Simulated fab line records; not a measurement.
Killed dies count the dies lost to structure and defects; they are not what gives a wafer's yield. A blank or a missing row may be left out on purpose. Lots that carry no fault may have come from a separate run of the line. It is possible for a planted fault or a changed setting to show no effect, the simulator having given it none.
Which of the tools did it? / flow sfq line / 37 wafers from 13 lots sampled at 7 of the route's 325 steps

## WHAT THE GAUGES SHOWED, per wafer
SFQ_I0_BOW_MEAS_907.
lot=L598; measured=day 6 04:01; on=film metro-04; I0_BOW (um)=1 -1 -4
lot=L600; measured=day 6 14:04; on=film metro-01; I0_BOW (um)=8 -1 7
lot=L601; measured=day 6 20:04; on=film metro-02; I0_BOW (um)=6 -3 0
lot=L602; measured=day 7 07:39; on=film metro-01; I0_BOW (um)=-4 -11 - -
lot=L603; measured=day 7 13:01; on=film metro-02; I0_BOW (um)=5 -4 0
lot=L606; measured=day 8 07:04; on=film metro-01; I0_BOW (um)=-3 9
lot=L612; measured=day 11 14:43; on=film metro-04; I0_BOW (um)=2 0 3
lot=L613; measured=day 11 16:51; on=film metro-01; I0_BOW (um)=-1 -3 13
lot=L615; measured=day 12 16:51; on=film metro-04; I0_BOW (um)=-10 -5 -12
lot=L616; measured=day 12 22:51; on=film metro-02; I0_BOW (um)=-4 -6 -3
lot=L617; measured=day 13 04:51; on=film metro-01; I0_BOW (um)=-5 -3 7
lot=L618; measured=day 13 18:51; on=film metro-01; I0_BOW (um)=-5 3 -8
lot=L620; measured=day 14 03:52; on=film metro-01; I0_BOW (um)=10 1 -7

SFQ_I2_OVL_MEAS_918.
lot=L598; measured=day 29 18:28; on=overlay-02; I2_OVL (nm)=-2 -14 -7
lot=L600; measured=day 30 04:49; on=overlay-01; I2_OVL (nm)=1 -2 0
lot=L601; measured=day 30 15:37; on=overlay-02; I2_OVL (nm)=-5 -3 -12
lot=L602; measured=day 30 18:02; on=overlay-02; I2_OVL (nm)=-6 -10
lot=L603; measured=day 30 20:25; on=overlay-02; I2_OVL (nm)=-6 -3 -2
lot=L606; measured=day 31 00:10; on=overlay-02; I2_OVL (nm)=-5 -6
lot=L612; measured=day 41 01:07; on=overlay-02; I2_OVL (nm)=-16 -15 -14
lot=L613; measured=day 41 03:31; on=overlay-02; I2_OVL (nm)=2 -2 -3
lot=L615; measured=day 43 02:19; on=overlay-02; I2_OVL (nm)=4 8 2
lot=L616; measured=day 43 21:14; on=overlay-02; I2_OVL (nm)=0 3 3
lot=L617; measured=day 44 00:50; on=overlay-01; I2_OVL (nm)=4 3 0
lot=L618; measured=day 44 02:02; on=overlay-02; I2_OVL (nm)=6 2 6
lot=L620; measured=day 44 06:58; on=overlay-01; I2_OVL (nm)=8 7 13

SFQ_JJ_RS_MEAS_929: a four-point-probe measurement.
lot=L598; measured=day 47 16:21; on=film metro-01; JJ_NB_RS (ohm/sq)=1.039 1.041 1.050
lot=L600; measured=day 48 10:22; on=film metro-02; JJ_NB_RS (ohm/sq)=1.054 1.047 1.055
lot=L601; measured=day 48 16:20; on=film metro-03; JJ_NB_RS (ohm/sq)=1.060 1.047 1.049
lot=L602; measured=day 48 20:01; on=film metro-03; JJ_NB_RS (ohm/sq)=1.051 1.048
lot=L603; measured=day 48 22:22; on=film metro-03; JJ_NB_RS (ohm/sq)=1.053 1.047 1.040
lot=L606; measured=day 49 05:37; on=film metro-03; JJ_NB_RS (ohm/sq)=1.054 1.058
lot=L612; measured=day 52 15:29; on=film metro-01; JJ_NB_RS (ohm/sq)=1.035 1.056 1.055
lot=L613; measured=day 52 21:28; on=film metro-01; JJ_NB_RS (ohm/sq)=1.040 1.034 1.038
lot=L615; measured=day 55 15:49; on=film metro-01; JJ_NB_RS (ohm/sq)=1.050 1.049 1.046
lot=L616; measured=day 56 19:25; on=film metro-01; JJ_NB_RS (ohm/sq)=1.041 1.031 1.032
lot=L617; measured=day 61 09:56; on=film metro-03; JJ_NB_RS (ohm/sq)=1.067 1.059 1.061
lot=L618; measured=day 61 14:44; on=film metro-03; JJ_NB_RS (ohm/sq)=1.066 1.062 1.060
lot=L620; measured=day 61 21:57; on=film metro-02; JJ_NB_RS (ohm/sq)=1.060 1.062 1.054

## TOOL THAT RAN EACH LOT (tool first, then ch and the chambers of the sampled wafers, then the start)
lot=L598; SFQ_TRILAYER_L0_VIA_STRIP_STRIP_017=rie metal-04 ch 0,1, day 5 01:38; SFQ_TRILAYER_I0_CMP_CMP_028=cmp-02 ch 1,2,3, day 6 01:01; SFQ_TRILAYER_I0_METRO_MEASURE_029=film metro-04, day 6 04:08; SFQ_TRILAYER_I0_VIA_ETCH_VIA_ETCH_034=rie diel-02 ch 0,1,2, day 11 03:39
lot=L600; SFQ_TRILAYER_L0_VIA_STRIP_STRIP_017=rie metal-01 ch 0,1, day 5 13:50; SFQ_TRILAYER_I0_CMP_CMP_028=cmp-01 ch 0,1, day 6 11:01; SFQ_TRILAYER_I0_METRO_MEASURE_029=film metro-01, day 6 14:32; SFQ_TRILAYER_I0_VIA_ETCH_VIA_ETCH_034=rie diel-04 ch 1,2,3, day 11 13:15
lot=L601; SFQ_TRILAYER_L0_VIA_STRIP_STRIP_017=rie metal-01 ch 0,1, day 5 18:26; SFQ_TRILAYER_I0_CMP_CMP_028=cmp-01 ch 2,3, day 6 17:34; SFQ_TRILAYER_I0_METRO_MEASURE_029=film metro-02, day 6 20:11; SFQ_TRILAYER_I0_VIA_ETCH_VIA_ETCH_034=rie diel-04 ch 2,3, day 11 19:15
lot=L602; SFQ_TRILAYER_L0_VIA_STRIP_STRIP_017=rie metal-04 ch 0,1, day 6 03:14; SFQ_TRILAYER_I0_CMP_CMP_028=cmp-01 ch 2,3, day 7 06:34; SFQ_TRILAYER_I0_METRO_MEASURE_029=film metro-01, day 7 13:43; SFQ_TRILAYER_I0_VIA_ETCH_VIA_ETCH_034=rie diel-02 ch 2,3, day 12 06:06
lot=L603; SFQ_TRILAYER_L0_VIA_STRIP_STRIP_017=rie metal-03 ch 0,1, day 6 09:02; SFQ_TRILAYER_I0_CMP_CMP_028=cmp-02 ch 1,3, day 7 10:28; SFQ_TRILAYER_I0_METRO_MEASURE_029=film metro-02, day 7 13:29; SFQ_TRILAYER_I0_VIA_ETCH_VIA_ETCH_034=rie diel-04 ch 2,3, day 12 09:38
lot=L606; SFQ_TRILAYER_L0_VIA_STRIP_STRIP_017=rie metal-01 ch 0,1, day 7 06:22; SFQ_TRILAYER_I0_CMP_CMP_028=cmp-01 ch 0,1, day 8 05:59; SFQ_TRILAYER_I0_METRO_MEASURE_029=film metro-01, day 8 07:54; SFQ_TRILAYER_I0_VIA_ETCH_VIA_ETCH_034=rie diel-02 ch 0,1, day 13 03:17
lot=L612; SFQ_TRILAYER_L0_VIA_STRIP_STRIP_017=rie metal-04 ch 0,1, day 10 06:32; SFQ_TRILAYER_I0_CMP_CMP_028=cmp-01 ch 0,2,3, day 11 13:12; SFQ_TRILAYER_I0_METRO_MEASURE_029=film metro-04, day 11 15:01; SFQ_TRILAYER_I0_VIA_ETCH_VIA_ETCH_034=rie diel-04 ch 0,3, day 16 04:19
lot=L613; SFQ_TRILAYER_L0_VIA_STRIP_STRIP_017=rie metal-01 ch 0,1, day 10 10:08; SFQ_TRILAYER_I0_CMP_CMP_028=cmp-02 ch 1,2,3, day 11 14:51; SFQ_TRILAYER_I0_METRO_MEASURE_029=film metro-01, day 11 16:58; SFQ_TRILAYER_I0_VIA_ETCH_VIA_ETCH_034=rie diel-01 ch 1,3, day 16 06:43
lot=L615; SFQ_TRILAYER_L0_VIA_STRIP_STRIP_017=rie metal-04 ch 0,1, day 10 20:56; SFQ_TRILAYER_I0_CMP_CMP_028=cmp-02 ch 1,2,3, day 12 13:51; SFQ_TRILAYER_I0_METRO_MEASURE_029=film metro-04, day 12 16:58; SFQ_TRILAYER_I0_VIA_ETCH_VIA_ETCH_034=rie diel-04 ch 0,1,2, day 18 10:38
lot=L616; SFQ_TRILAYER_L0_VIA_STRIP_STRIP_017=rie metal-01 ch 0,1, day 11 01:17; SFQ_TRILAYER_I0_CMP_CMP_028=cmp-02 ch 1,2,3, day 12 20:51; SFQ_TRILAYER_I0_METRO_MEASURE_029=film metro-02, day 12 22:58; SFQ_TRILAYER_I0_VIA_ETCH_VIA_ETCH_034=rie diel-02 ch 0,2,3, day 18 15:37
lot=L617; SFQ_TRILAYER_L0_VIA_STRIP_STRIP_017=rie metal-03 ch 1, day 11 06:05; SFQ_TRILAYER_I0_CMP_CMP_028=cmp-02 ch 1,2,3, day 13 01:51; SFQ_TRILAYER_I0_METRO_MEASURE_029=film metro-01, day 13 04:58; SFQ_TRILAYER_I0_VIA_ETCH_VIA_ETCH_034=rie diel-02 ch 0,3, day 18 22:39
lot=L618; SFQ_TRILAYER_L0_VIA_STRIP_STRIP_017=rie metal-03 ch 1, day 11 18:05; SFQ_TRILAYER_I0_CMP_CMP_028=cmp-01 ch 0,3, day 13 15:51; SFQ_TRILAYER_I0_METRO_MEASURE_029=film metro-01, day 13 18:58; SFQ_TRILAYER_I0_VIA_ETCH_VIA_ETCH_034=rie diel-01 ch 1,2,3, day 19 11:50
lot=L620; SFQ_TRILAYER_L0_VIA_STRIP_STRIP_017=rie metal-03 ch 0,1, day 12 04:53; SFQ_TRILAYER_I0_CMP_CMP_028=cmp-01 ch 1,2,3, day 14 00:51; SFQ_TRILAYER_I0_METRO_MEASURE_029=film metro-01, day 14 04:10; SFQ_TRILAYER_I0_VIA_ETCH_VIA_ETCH_034=rie diel-04 ch 0,2,3, day 19 22:38
- SFQ_TRILAYER_L0_VIA_STRIP_STRIP_017: strips in O2.
- SFQ_TRILAYER_I0_CMP_CMP_028: polishes SiO2.
- SFQ_TRILAYER_I0_METRO_MEASURE_029
- SFQ_TRILAYER_I0_VIA_ETCH_VIA_ETCH_034: etches SiO2 in CHF3, stops on Nb, target depth 260 nm.

## WHAT THE TOOLS THEMSELVES READ (means of the sampled wafers that have a number; where no wafer has one, the mark that the record gives instead)
SFQ_TRILAYER_L0_VIA_STRIP_STRIP_017.
lot=L598; tool=rie metal-04; drypump motor current A (A)=5.1; oes product au (a.u.)=1.002
lot=L600; tool=rie metal-01; drypump motor current A (A)=5.7; oes product au (a.u.)=0.999
lot=L601; tool=rie metal-01; drypump motor current A (A)=5.7; oes product au (a.u.)=0.996
lot=L602; tool=rie metal-04; drypump motor current A (A)=5.2; oes product au (a.u.)=1.009
lot=L603; tool=rie metal-03; drypump motor current A (A)=5.7; oes product au (a.u.)=0.995
lot=L606; tool=rie metal-01; drypump motor current A (A)=5.8; oes product au (a.u.)=1.002
lot=L612; tool=rie metal-04; drypump motor current A (A)=5.1; oes product au (a.u.)=0.993
lot=L613; tool=rie metal-01; drypump motor current A (A)=5.9; oes product au (a.u.)=0.998
lot=L615; tool=rie metal-04; drypump motor current A (A)=5.1; oes product au (a.u.)=1.000
lot=L616; tool=rie metal-01; drypump motor current A (A)=5.9; oes product au (a.u.)=0.999
lot=L617; tool=rie metal-03; drypump motor current A (A)=4.9; oes product au (a.u.)=1.009
lot=L618; tool=rie metal-03; drypump motor current A (A)=5.0; oes product au (a.u.)=1.005
lot=L620; tool=rie metal-03; drypump motor current A (A)=5.3; oes product au (a.u.)=0.998

SFQ_TRILAYER_I0_CMP_CMP_028.
lot=L598; tool=cmp-02; motor current A (A)=10.2; time to endpoint s (s)=216
lot=L600; tool=cmp-01; motor current A (A)=11.4; time to endpoint s (s)=218
lot=L601; tool=cmp-01; motor current A (A)=10.4; time to endpoint s (s)=210
lot=L602; tool=cmp-01; motor current A (A)=10.6; time to endpoint s (s)=200
lot=L603; tool=cmp-02; motor current A (A)=10.6; time to endpoint s (s)=215
lot=L606; tool=cmp-01; motor current A (A)=11.8; time to endpoint s (s)=224
lot=L612; tool=cmp-01; motor current A (A)=10.7; time to endpoint s (s)=221
lot=L613; tool=cmp-02; motor current A (A)=10.4; time to endpoint s (s)=212
lot=L615; tool=cmp-02; motor current A (A)=10.0; time to endpoint s (s)=209
lot=L616; tool=cmp-02; motor current A (A)=9.9; time to endpoint s (s)=214
lot=L617; tool=cmp-02; motor current A (A)=10.1; time to endpoint s (s)=198
lot=L618; tool=cmp-01; motor current A (A)=11.7; time to endpoint s (s)=212
lot=L620; tool=cmp-01; motor current A (A)=11.0; time to endpoint s (s)=208

SFQ_TRILAYER_I0_METRO_MEASURE_029.
lot=L598; tool=film metro-04; thk nm (nm)=198.8
lot=L600; tool=film metro-01; thk nm (nm)=200.4
lot=L601; tool=film metro-02; thk nm (nm)=200.5
lot=L602; tool=film metro-01; thk nm (nm)=225.1
lot=L603; tool=film metro-02; thk nm (nm)=199.2
lot=L606; tool=film metro-01; thk nm (nm)=199.7
lot=L612; tool=film metro-04; thk nm (nm)=200.9
lot=L613; tool=film metro-01; thk nm (nm)=201.1
lot=L615; tool=film metro-04; thk nm (nm)=200.3
lot=L616; tool=film metro-02; thk nm (nm)=198.2
lot=L617; tool=film metro-01; thk nm (nm)=198.5
lot=L618; tool=film metro-01; thk nm (nm)=199.8
lot=L620; tool=film metro-01; thk nm (nm)=199.8

SFQ_TRILAYER_I0_VIA_ETCH_VIA_ETCH_034.
lot=L598; tool=rie diel-02; drypump motor current A (A)=5.6; oes product au (a.u.)=0.845
lot=L600; tool=rie diel-04; drypump motor current A (A)=6.0; oes product au (a.u.)=0.860
lot=L601; tool=rie diel-04; drypump motor current A (A)=6.0; oes product au (a.u.)=0.856
lot=L602; tool=rie diel-02; drypump motor current A (A)=5.7; oes product au (a.u.)=0.920
lot=L603; tool=rie diel-04; drypump motor current A (A)=6.0; oes product au (a.u.)=0.858
lot=L606; tool=rie diel-02; drypump motor current A (A)=5.6; oes product au (a.u.)=0.849
lot=L612; tool=rie diel-04; drypump motor current A (A)=6.0; oes product au (a.u.)=0.859
lot=L613; tool=rie diel-01; drypump motor current A (A)=5.9; oes product au (a.u.)=0.853
lot=L615; tool=rie diel-04; drypump motor current A (A)=5.8; oes product au (a.u.)=0.852
lot=L616; tool=rie diel-02; drypump motor current A (A)=5.9; oes product au (a.u.)=0.851
lot=L617; tool=rie diel-02; drypump motor current A (A)=6.2; oes product au (a.u.)=0.854
lot=L618; tool=rie diel-01; drypump motor current A (A)=5.6; oes product au (a.u.)=0.856
lot=L620; tool=rie diel-04; drypump motor current A (A)=5.8; oes product au (a.u.)=0.854

## THE ANSWER, worked out from the rows above alone
Rule: the lots themselves supply what counts as usual. Put in order of their means at a reading, lots are off if they are a third of the lots or fewer, leave a main group of 4 or more, and stand apart from it by a gap of 3 or more times the standard deviation of the main group's means; of several such gaps the widest counts. The tables above print the reading to a certain number of digits; a main group whose means all agree to those digits is not used. A lot without any number at a reading at which 4 lots or more have one is off too. Any other lot the step has rows for is counted as sound. First the gauges in route order, then the tools' own readings, where a lot's mean is used as printed above. At the first step where some lot is off, the reading lying furthest off is the one used; lots without a number count as furthest.
Off at SFQ_TRILAYER_I0_METRO_MEASURE_029 (thk nm): L602. Main group: mean 199.8 nm, sd 0.89.
If a tool, at that step or one of the process steps before it, ran each lot that is off and ran no sound lot following the first of them, it fits. Of those tried, none fits.

## WHAT THE SIMULATOR HAD INSERTED
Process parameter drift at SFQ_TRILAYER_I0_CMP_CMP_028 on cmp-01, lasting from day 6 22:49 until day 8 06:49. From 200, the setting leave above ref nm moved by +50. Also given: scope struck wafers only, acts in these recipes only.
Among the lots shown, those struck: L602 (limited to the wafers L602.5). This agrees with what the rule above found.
